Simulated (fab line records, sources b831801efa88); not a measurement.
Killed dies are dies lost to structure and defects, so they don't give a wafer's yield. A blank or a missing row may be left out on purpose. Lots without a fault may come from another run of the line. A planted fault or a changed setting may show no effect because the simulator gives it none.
Chamber matching | flow gf180mcu | GF_V5_CVD_02 on pecvd-01: 3 sister chambers
The step deposits SiO2 from TEOS, target thk 1450 nm, time 163.28 s. 6 wafers are shown with their chamber, then 7 later ones without.

WAFERS WITH THEIR CHAMBER
wafer  | chamber | heater_power_w (W) | rf_fwd_power_W (W)
L083.3 | 1       | 625                | 596.3
L083.4 | 2       | 510                | 599.7
L088.4 | 2       | 606                | 598.9
L088.5 | 0       | 610                | 597.0
L091.2 | 0       | 641                | 596.4
L091.4 | 1       | 500                | 596.3

WAFERS WITHOUT THEIR CHAMBER
wafer  | heater_power_w (W) | rf_fwd_power_W (W)
L091.5 | 511                | 597.7
L092.1 | 508                | 597.4
L092.2 | 612                | 598.8
L092.3 | 709                | 597.6
L095.2 | 561                | 596.1
L095.3 | 603                | 597.0
L095.4 | 638                | 596.8

WHICH CHAMBER EACH WENT THROUGH
wafer  | from the rows above          | in truth
L091.5 | can't be placed: 0 or 1 or 2 | 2
L092.1 | can't be placed: 0 or 1      | 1
L092.2 | 2                            | 2
L092.3 | can't be placed: 0 or 1      | 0
L095.2 | can't be placed: 1 or 0      | 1
L095.3 | can't be placed: 0 or 1      | 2
L095.4 | can't be placed: 0 or 1      | 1
Placed correctly: 1 of 7. Can't be placed from these rows: 6 (the true chamber is among the candidates in 5). Placed wrongly: 0.
How it was worked out, from the rows above alone: a wafer's distance from a chamber is the root of the sum, over the readings, of the square of ((its reading less the chamber's mean) divided by the reading's scatter). The wafer belongs to the nearest chamber; if the next one is less than 2 further off, it can't be placed. A chamber's mean is the mean of its shown wafers. The scatter: the root of (the sum of the squares of (reading less its chamber's mean) over the shown wafers, divided by (wafers less chambers)).
